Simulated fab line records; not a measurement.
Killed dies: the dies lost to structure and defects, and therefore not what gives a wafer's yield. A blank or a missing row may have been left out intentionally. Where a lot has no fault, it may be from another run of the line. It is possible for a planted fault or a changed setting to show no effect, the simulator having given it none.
fab line records -- flow gf180mcu
[record] lots = 14, wafers = 42, lastDay = 34
route steps=602 shown CONTACT@304 M1@315
lots that met no fault: taken from a fault-free run of the same line
startH: hours from the record's first day to the start of the lot's first wafer shown -- waitH: hours since the lot's step before -- " as in the row above -- L1.1+2: a row that stands for several wafers -- - no value, or no start given -- * or withheld: withheld -- < > ~ a bound
route shown NAME@n: a module of which the file shows steps, and the number in the route of the first -- usual: mean and standard deviation over wafers with no fault -- same: alike in all rows -- chamber/n: place in a boat -- sites: readings site by site -- _std_site: standard deviation of those values -- _edge_site: inner sites' mean taken away from outer sites' mean -- radiusMm: for every site, how far away it sits from the centre of the wafer -- mask NAME#n: copy n -- behind: the most recent tool/chamber to have shaped the wafer -- hold: why the lot went on hold/how many hours it stayed there/how the hold came to an end -- device: whichever transistor did not switch (one of n, p or np) -- end of line: tests run on the same wafers once the route is complete -- where a step has no rows: the recipe by itself -- killed: dies lost to structure and defects at the first sort, not the wafer's yield -- map: a wafer's dies, marking killed ones x, the rest . and places with no die _
set.NAME: the setting that was run; set.NAME@STEP: the one run at that earlier step -- model.NAME: the simulator's own value behind a step, which no gauge read
route steps across a sampled set of lots; one table per step, one row per wafer
services: a tool's chamber out of use, with start hour (startH, from the record's first day; less than 0 if before it), hours out, and reason
[[steps]]
[step GF_CONTACT_ETCH_17]
[recipe] chemistry = C4F8/O2/Ar, maskMaterial = KrF, target = SiO2, stopOn = CoSi2, sourceW = 1500, biasW = 1200, pressureMtorr = 40, c4f8FlowSccm = withheld, O2_flow_sccm = 6, Ar_flow_sccm = 300, timeS = withheld, targetDepthA = 8600
[usual] oesProductAu = 0.815/0.0049
lot.wafer,tool,chamber,startH,waitH,oesProductAu
L742.3,rieDiel-03,3,-,-,0.811
L742.4,rieDiel-03,0,-,-,0.814
L742.6,rieDiel-03,2,-,-,0.807
L743.1,rieDiel-02,0,-,-,0.812
L743.3,rieDiel-02,3,-,-,0.818
L743.6,rieDiel-02,0,-,-,0.819
L744.3,rieDiel-03,2,-,-,0.811
L744.4,rieDiel-03,0,-,-,0.818
L744.6,rieDiel-03,2,-,-,0.810
L749.2,rieDiel-02,0,-,-,0.812
L749.4,rieDiel-02,1,-,-,0.819
L749.6,rieDiel-02,3,-,-,0.808
L750.1,rieDiel-03,3,-,-,0.807
L750.2,rieDiel-03,0,-,-,0.812
L750.4,rieDiel-03,1,-,-,0.812
L751.3,rieDiel-04,1,-,-,0.813
L751.4,rieDiel-04,2,-,-,0.813
L751.6,rieDiel-04,1,-,-,0.815
L752.1,rieDiel-04,2,-,-,0.816
L752.3,rieDiel-04,0,-,-,0.819
L752.4,rieDiel-04,3,-,-,0.808
L753.2,rieDiel-02,0,-,-,0.818
L753.3,rieDiel-02,3,-,-,0.818
L753.5,rieDiel-02,1,-,-,0.821
L754.3,rieDiel-04,0,-,-,0.823
L754.4,rieDiel-04,2,-,-,0.817
L754.6,rieDiel-04,1,-,-,0.819
L755.2,rieDiel-02,3,-,-,0.819
L755.4,rieDiel-02,2,-,-,0.819
L755.6,rieDiel-02,0,-,-,0.816
L756.1,rieDiel-04,3,-,-,0.818
L756.2,rieDiel-04,1,-,-,0.819
L756.4,rieDiel-04,0,-,-,0.806
L757.1,rieDiel-03,1,-,-,0.820
L757.3,rieDiel-03,0,-,-,0.819
L757.4,rieDiel-03,3,-,-,0.823
L758.1,rieDiel-04,2,-,-,0.814
L758.3,rieDiel-04,1,-,-,0.814
L758.6,rieDiel-04,1,-,-,0.815
L760.3,rieDiel-03,1,-,-,0.818
L760.5,rieDiel-03,1,-,-,0.823
L760.6,rieDiel-03,2,-,-,0.824
[step GF_CONTACT_STRIP_18]
[recipe] chemistry = O2/N2, powerW = 1400, pressureMtorr = 1500, platenTempC = 250, o2FlowSccm = 3000, n2FlowSccm = 300, overashFraction = 0.5
[usual] drypumpMotorCurrentA = 5.4/0.39, heaterPowerW = 339/30, oesProductAu = 0.580/0.005
lot.wafer,tool,chamber,startH,waitH,drypumpMotorCurrentA,heaterPowerW,oesProductAu,rfHoursCounterH
L742.3,plasmaAsher-03,1,400.12,-,5.4,362,0.580,-
L742.4,plasmaAsher-03,0,400.12,-,6.6,308,0.578,-
L742.6,plasmaAsher-03,0,400.12,-,6.5,306,0.582,-
L743.1,plasmaAsher-02,1,409.10,-,5.2,310,0.586,59
L743.3,plasmaAsher-02,1,409.10,-,5.2,313,0.580,-
L743.6,plasmaAsher-02,1,409.10,-,5.2,303,0.584,-
L744.3,plasmaAsher-03,1,413.28,-,5.4,365,0.572,-
L744.4,plasmaAsher-03,0,413.28,-,6.6,312,0.581,-
L744.6,plasmaAsher-03,1,413.28,-,5.4,362,0.575,-
L749.2,plasmaAsher-04,1,467.94,-,5.3,378,0.576,4
L749.4,plasmaAsher-04,0,467.94,-,5.4,322,0.589,-
L749.6,plasmaAsher-04,1,467.94,-,5.3,385,0.583,-
L750.1,plasmaAsher-02,0,471.70,-,5.2,342,0.584,65
L750.2,plasmaAsher-02,1,471.70,-,5.2,303,0.576,65
L750.4,plasmaAsher-02,1,471.70,-,5.2,310,0.576,-
L751.3,plasmaAsher-04,0,477.93,-,5.4,317,0.579,-
L751.4,plasmaAsher-04,1,477.93,-,5.4,378,0.585,-
L751.6,plasmaAsher-04,1,477.93,-,5.3,382,0.578,-
L752.1,plasmaAsher-03,1,489.89,-,5.4,362,0.581,88
L752.3,plasmaAsher-03,1,489.89,-,5.3,362,0.574,-
L752.4,plasmaAsher-03,0,489.89,-,6.5,298,0.593,-
L753.2,plasmaAsher-02,0,494.94,-,5.2,337,0.578,67
L753.3,plasmaAsher-02,0,494.94,-,5.2,339,0.584,-
L753.5,plasmaAsher-02,1,494.94,-,5.2,316,0.582,-
L754.3,plasmaAsher-04,1,500.78,-,5.3,377,0.573,-
L754.4,plasmaAsher-04,0,500.78,-,5.3,325,0.578,-
L754.6,plasmaAsher-04,1,500.78,-,5.4,393,0.578,-
L755.2,plasmaAsher-02,1,511.25,-,5.2,306,0.576,69
L755.4,plasmaAsher-02,0,511.25,-,5.2,338,0.583,-
L755.6,plasmaAsher-02,0,511.25,-,5.2,332,0.578,-
L756.1,plasmaAsher-03,0,518.91,-,6.5,301,0.578,91
L756.2,plasmaAsher-03,1,518.91,-,5.4,361,0.575,91
L756.4,plasmaAsher-03,0,518.91,-,6.5,303,0.572,-
L757.1,plasmaAsher-03,1,527.84,-,5.3,361,0.578,92
L757.3,plasmaAsher-03,0,527.84,-,6.5,302,0.583,-
L757.4,plasmaAsher-03,1,527.84,-,5.3,352,0.586,-
L758.1,plasmaAsher-04,1,538.22,-,5.3,387,0.587,12
L758.3,plasmaAsher-04,1,538.22,-,5.4,379,0.585,-
L758.6,plasmaAsher-04,0,538.22,-,5.3,323,0.579,-
L760.3,plasmaAsher-04,1,548.93,-,5.3,387,0.580,-
L760.5,plasmaAsher-04,1,548.93,-,5.3,390,0.588,-
L760.6,plasmaAsher-04,0,548.93,-,5.3,320,0.575,-
[step GF_M1_SPUTTER_00]
[recipe] material = Ti, targetThkNm = 37.5, arrivingIonEnergyEv = 80, substrateTempC = 200, chamberPressurePa = 2, powerW = 4000, timeS = 150
[usual] cathodeDcPowerW = 4000.0/0.76, chamberPressurePa = 2.001/0.0041, throttleValvePct = 30.1/0.9
lot.wafer,tool,chamber,startH,waitH,cathodeDcPowerW,chamberPressurePa,throttleValvePct
L742.3,pvdSputter-04,-,401.23,0.1,4001.4,2.004,30.0
L742.4,pvdSputter-04,-,401.23,0.1,3999.5,1.997,28.4
L742.6,pvdSputter-04,-,401.23,0.1,3999.5,1.999,30.1
L743.1,pvdSputter-02,-,410.08,0.2,-,-,-
L743.3,pvdSputter-02,-,410.08,0.2,-,-,-
L743.6,pvdSputter-02,-,410.08,0.2,-,-,-
L744.3,pvdSputter-01,-,414.24,0.1,-,-,-
L744.4,pvdSputter-01,-,414.24,0.1,-,-,-
L744.6,pvdSputter-01,-,414.24,0.1,-,-,-
L749.2,pvdSputter-01,-,468.93,0.2,4000.3,1.995,29.7
L749.4,pvdSputter-01,-,468.93,0.2,4000.4,2.001,31.6
L749.6,pvdSputter-01,-,468.93,0.2,4001.2,1.999,31.4
L750.1,pvdSputter-01,-,472.69,0.1,4000.5,1.995,30.0
L750.2,pvdSputter-01,-,472.69,0.1,3999.3,1.998,31.5
L750.4,pvdSputter-01,-,472.69,0.1,3998.1,1.999,30.3
L751.3,pvdSputter-02,-,478.89,0.1,4000.3,2.003,30.2
L751.4,pvdSputter-02,-,478.89,0.1,3999.9,1.988,30.5
L751.6,pvdSputter-02,-,478.89,0.1,3999.3,2.009,29.0
L752.1,pvdSputter-01,-,490.88,0.1,3999.7,2.000,29.8
L752.3,pvdSputter-01,-,490.88,0.1,4001.1,2.003,30.7
L752.4,pvdSputter-01,-,490.88,0.1,4001.0,2.000,29.6
L753.2,pvdSputter-02,-,495.94,0.1,4000.0,2.000,30.0
L753.3,pvdSputter-02,-,495.94,0.1,3998.5,2.002,29.2
L753.5,pvdSputter-02,-,495.94,0.1,4000.4,2.000,30.1
L754.3,pvdSputter-01,-,501.73,0.1,3999.8,1.995,31.5
L754.4,pvdSputter-01,-,501.73,0.1,3999.6,2.002,30.4
L754.6,pvdSputter-01,-,501.73,0.1,4000.0,1.998,30.0
L755.2,pvdSputter-02,-,512.24,0.1,4000.5,1.997,29.1
L755.4,pvdSputter-02,-,512.24,0.1,3999.4,1.999,30.0
L755.6,pvdSputter-02,-,512.24,0.1,3998.4,1.999,30.2
L756.1,pvdSputter-04,-,519.89,0.1,3999.9,2.006,31.5
L756.2,pvdSputter-04,-,519.89,0.1,4000.0,2.001,28.6
L756.4,pvdSputter-04,-,519.89,0.1,4000.8,2.004,28.7
L757.1,pvdSputter-02,-,528.94,0.1,4000.6,2.002,29.0
L757.3,pvdSputter-02,-,528.94,0.1,3999.2,1.999,30.6
L757.4,pvdSputter-02,-,528.94,0.1,4000.4,1.997,30.1
L758.1,pvdSputter-04,-,539.21,0.1,3999.9,1.999,30.4
L758.3,pvdSputter-04,-,539.21,0.1,3998.9,2.005,28.3
L758.6,pvdSputter-04,-,539.21,0.1,4000.2,2.009,28.3
L760.3,pvdSputter-01,-,549.88,0.2,4000.0,2.002,31.7
L760.5,pvdSputter-01,-,549.88,0.2,4002.3,1.997,29.9
L760.6,pvdSputter-01,-,549.88,0.2,4000.0,1.994,29.9
[step GF_M1_SPUTTER_03]
[recipe] material = Ti, targetThkNm = 10, substrateTempC = 300, chamberPressurePa = 0.3, powerW = 3000, timeS = 6.7
[usual] cathodeDcPowerW = 3000.0/0.57, chamberPressurePa = 0.2999/0.00063, throttleValvePct = 30.0/0.92
lot.wafer,tool,chamber,startH,waitH,cathodeDcPowerW,chamberPressurePa,throttleValvePct
L742.3,pvdSputter-04,-,401.39,0.0,3000.1,0.2995,30.5
L742.4,pvdSputter-04,-,401.39,0.0,3000.0,0.2998,28.5
L742.6,pvdSputter-04,-,401.39,0.0,2999.9,0.2997,30.4
L743.1,pvdSputter-02,-,410.24,0.0,3000.9,0.3000,29.9
L743.3,pvdSputter-02,-,410.24,0.0,2999.3,0.3004,30.3
L743.6,pvdSputter-02,-,410.24,0.0,2999.9,0.3007,30.7
L744.3,pvdSputter-01,-,414.41,0.0,2999.4,0.3003,30.3
L744.4,pvdSputter-01,-,414.41,0.0,2999.9,0.3016,29.6
L744.6,pvdSputter-01,-,414.41,0.0,3000.3,0.2998,31.5
L749.2,pvdSputter-01,-,469.09,0.0,3000.4,0.2999,29.7
L749.4,pvdSputter-01,-,469.09,0.0,3000.8,0.3003,31.4
L749.6,pvdSputter-01,-,469.09,0.0,3000.1,0.2992,31.6
L750.1,pvdSputter-01,-,472.85,0.0,3001.1,0.3004,29.7
L750.2,pvdSputter-01,-,472.85,0.0,2999.8,0.3002,31.3
L750.4,pvdSputter-01,-,472.85,0.0,3000.0,0.2991,30.4
L751.3,pvdSputter-02,-,479.05,0.0,2999.4,0.2998,30.4
L751.4,pvdSputter-02,-,479.05,0.0,2999.4,0.3001,30.3
L751.6,pvdSputter-02,-,479.05,0.0,2999.8,0.2997,29.1
L752.1,pvdSputter-01,-,491.04,0.0,3000.3,0.2996,29.8
L752.3,pvdSputter-01,-,491.04,0.0,3000.8,0.3001,30.4
L752.4,pvdSputter-01,-,491.04,0.0,2999.6,0.2994,29.8
L753.2,pvdSputter-02,-,496.10,0.0,3000.2,0.2991,30.5
L753.3,pvdSputter-02,-,496.10,0.0,2999.5,0.3002,29.0
L753.5,pvdSputter-02,-,496.10,0.0,2999.8,0.3003,30.2
L754.3,pvdSputter-01,-,501.89,0.0,3000.0,0.3006,31.3
L754.4,pvdSputter-01,-,501.89,0.0,3001.0,0.3005,30.6
L754.6,pvdSputter-01,-,501.89,0.0,2999.7,0.2995,29.8
L755.2,pvdSputter-02,-,512.40,0.0,2999.3,0.2993,29.1
L755.4,pvdSputter-02,-,512.40,0.0,3000.8,0.2992,30.1
L755.6,pvdSputter-02,-,512.40,0.0,2999.8,0.2996,30.2
L756.1,pvdSputter-04,-,520.05,0.0,3000.4,0.3000,31.3
L756.2,pvdSputter-04,-,520.05,0.0,2999.3,0.2989,28.3
L756.4,pvdSputter-04,-,520.05,0.0,3000.4,0.3022,28.7
L757.1,pvdSputter-02,-,529.10,0.0,3000.8,0.2989,29.2
L757.3,pvdSputter-02,-,529.10,0.0,2999.9,0.2994,30.2
L757.4,pvdSputter-02,-,529.10,0.0,2999.9,0.2999,30.0
L758.1,pvdSputter-04,-,539.37,0.0,2999.7,0.3005,30.2
L758.3,pvdSputter-04,-,539.37,0.0,2999.7,0.2999,28.4
L758.6,pvdSputter-04,-,539.37,0.0,3001.4,0.2992,28.5
L760.3,pvdSputter-01,-,550.04,0.0,2999.6,0.3003,31.5
L760.5,pvdSputter-01,-,550.04,0.0,3000.1,0.3006,29.8
L760.6,pvdSputter-01,-,550.04,0.0,3000.6,0.2995,29.9
[[services]]
tool,chamber,startH,hours,kind
rieDiel-02,-,384.19,0.4,repair
rieDiel-02,1,387.66,6.8,repair
pvdSputter-02,-,392.03,1.1,repair
rieDiel-04,2,397.29,21.5,repair
pvdSputter-04,-,419.24,0.5,repair
plasmaAsher-04,-,421.25,9.0,pm
plasmaAsher-04,0,421.25,9.0,ventCycle
plasmaAsher-04,1,421.25,9.0,ventCycle
plasmaAsher-04,0,430.25,-,clean
plasmaAsher-04,1,430.25,-,clean
rieDiel-02,1,430.76,1.4,repair
rieDiel-02,0,453.65,10.7,repair
rieDiel-03,2,463.04,-,clean
rieDiel-03,2,463.04,17.7,scheduledDown
rieDiel-03,2,463.04,17.7,ventCycle
plasmaAsher-02,-,472.49,1.0,repair
rieDiel-03,3,494.13,1.9,repair
rieDiel-03,2,497.91,3.3,repair
rieDiel-02,3,498.35,2.9,repair
rieDiel-03,-,531.34,1.8,repair
rieDiel-04,0,537.49,5.7,repair
rieDiel-04,-,541.70,14.6,pm
[[key]]
[firstSign] step = GF_M1_SPUTTER_00, reading = toolRecord, direction = missing
effect none on later readings
metAt GF_M1_SPUTTER_00
struckLots L743,L744
laterRowsLeftOut L743.1,L743.3,L743.6,L744.3,L744.4,L744.6
sortLeftOut L743.1,L743.3,L743.6,L744.3,L744.4,L744.6
notActingAt GF_CONTACT_ETCH_17,GF_CONTACT_STRIP_18,GF_M1_SPUTTER_03
[fault] kind = skippedStepWhole, tool = pvdSputter-01,pvdSputter-02, chamber = -, onsetH = 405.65, steps = GF_M1_SPUTTER_00, scope = struckLotsOnly
// sortLeftOut: the simulated sort isn't trusted on such a fault, so these wafers' sort isn't shown, and their yield isn't known
// laterRowsLeftOut: the simulator's readings of these wafers behind a module that went badly wrong aren't trusted and aren't shown, but for the sort
